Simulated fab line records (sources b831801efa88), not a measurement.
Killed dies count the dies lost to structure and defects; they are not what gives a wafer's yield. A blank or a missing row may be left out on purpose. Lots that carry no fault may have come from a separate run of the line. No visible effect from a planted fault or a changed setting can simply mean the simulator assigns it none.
Matching of chambers :: flow sky130 :: SKY_POLY_GATE_ETCH_17 on rie-si-02 has 4 sister chambers
The step etches poly-Si in HBr/Cl2, stops on SiO2, target depth 180 nm, time 70.5 s. 4 wafers are shown with their chamber, then 8 later ones without.

WAFERS WITH THEIR CHAMBER
wafer: L748.1
chamber: 2
drypump-motor-current-A (A): 6.4

wafer: L748.2
chamber: 0
drypump-motor-current-A (A): 5.8

wafer: L748.5
chamber: 3
drypump-motor-current-A (A): 6.3

wafer: L750.1
chamber: 1
drypump-motor-current-A (A): 5.3

WAFERS WITHOUT THEIR CHAMBER
wafer: L750.2
drypump-motor-current-A (A): 5.8

wafer: L750.4
drypump-motor-current-A (A): 6.4

wafer: L754.2
drypump-motor-current-A (A): 5.3

wafer: L754.4
drypump-motor-current-A (A): 5.8

wafer: L754.5
drypump-motor-current-A (A): 6.5

wafer: L756.1
drypump-motor-current-A (A): 5.3

wafer: L756.2
drypump-motor-current-A (A): 6.2

wafer: L756.3
drypump-motor-current-A (A): 5.8

WHICH CHAMBER EACH ONE RAN IN
wafer: L750.2
from the rows above: 0
in truth: 0

wafer: L750.4
from the rows above: 2
in truth: 2

wafer: L754.2
from the rows above: 1
in truth: 1

wafer: L754.4
from the rows above: 0
in truth: 0

wafer: L754.5
from the rows above: 2
in truth: 2

wafer: L756.1
from the rows above: 1
in truth: 1

wafer: L756.2
from the rows above: 3
in truth: 3

wafer: L756.3
from the rows above: 0
in truth: 0
Correct placement for 8 of the 8. Number that these rows cannot place: 0. Wrongly placed: 0.
How it was worked out, from the rows above alone: a wafer's distance from a chamber is the root of the sum, over the readings, of the square of ((its reading less the chamber's mean) divided by the reading's scatter). If the next closest chamber is less than 2 further off than the closest, the wafer can't be placed; otherwise it belongs to the closest. The mean given for a chamber averages the wafers shown for that chamber. The scatter: root of mean squared gap, hidden wafer to nearest shown wafer, with one shown wafer a chamber.
